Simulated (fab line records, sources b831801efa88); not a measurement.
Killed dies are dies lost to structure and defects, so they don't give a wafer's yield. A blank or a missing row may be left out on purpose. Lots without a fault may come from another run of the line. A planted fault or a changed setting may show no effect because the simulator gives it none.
Which tool did it? | flow gf180mcu | 14 lots, 42 wafers sampled, at 1 step of a route of 602

WHAT THE GAUGES READ, wafer by wafer
GF_V2_THK_MEAS_01.
lot  | measured     | on            | V2_CVD_00_THK (nm)
L841 | day 20 01:52 | film_metro-01 | 600 595 601
L842 | day 20 17:13 | film_metro-04 | 604 610 608
L843 | day 20 23:34 | film_metro-04 | 600 597 601
L850 | day 23 07:11 | film_metro-04 | 598 595 597
L851 | day 23 18:16 | film_metro-04 | 602 598 596
L852 | day 24 01:01 | film_metro-04 | 593 601 603
L855 | day 24 23:55 | film_metro-01 | 595 603 607
L856 | day 25 04:57 | film_metro-03 | 593 590 599
L857 | day 25 16:25 | film_metro-03 | 605 598 605
L858 | day 25 21:57 | film_metro-01 | 601 605 602
L859 | day 26 04:05 | film_metro-03 | 597 593 600
L860 | day 26 10:46 | film_metro-01 | 600 594 606
L861 | day 26 19:29 | film_metro-04 | 592 598 606
L862 | day 27 07:10 | film_metro-03 | 601 601 605

WHICH TOOL RAN EACH LOT (tool, then ch and the chambers of the sampled wafers, then the start)
The record holds no process step before these readings.

WHAT THE TOOLS THEMSELVES READ (means of the sampled wafers that have a number; where no wafer has one, the mark that the record gives instead)
The record holds no such reading with a usual standard deviation.

THE ANSWER, worked out from the rows above alone
Rule: what is usual is taken from the lots themselves. Put in order of their means at a reading, lots are off if they are a third of the lots or fewer, leave a main group of 4 or more, and stand apart from it by a gap of 3 or more times the standard deviation of the main group's means; of several such gaps the widest counts. A main group whose means are all the same, to the digits that the tables above print for the reading, isn't used. A lot without any number at a reading at which 4 lots or more have one is off too. The other lots that the step has rows for count as sound. The gauges are gone through in route order, then the tools' own readings, and for those a lot's mean is taken as printed above. The first step at which some lot is off is used, and at that step the reading that is off furthest; a lot without a number counts as furthest.
No lot is off at any reading shown: from this, nothing can be told.

WHAT THE SIMULATOR HAD PUT IN
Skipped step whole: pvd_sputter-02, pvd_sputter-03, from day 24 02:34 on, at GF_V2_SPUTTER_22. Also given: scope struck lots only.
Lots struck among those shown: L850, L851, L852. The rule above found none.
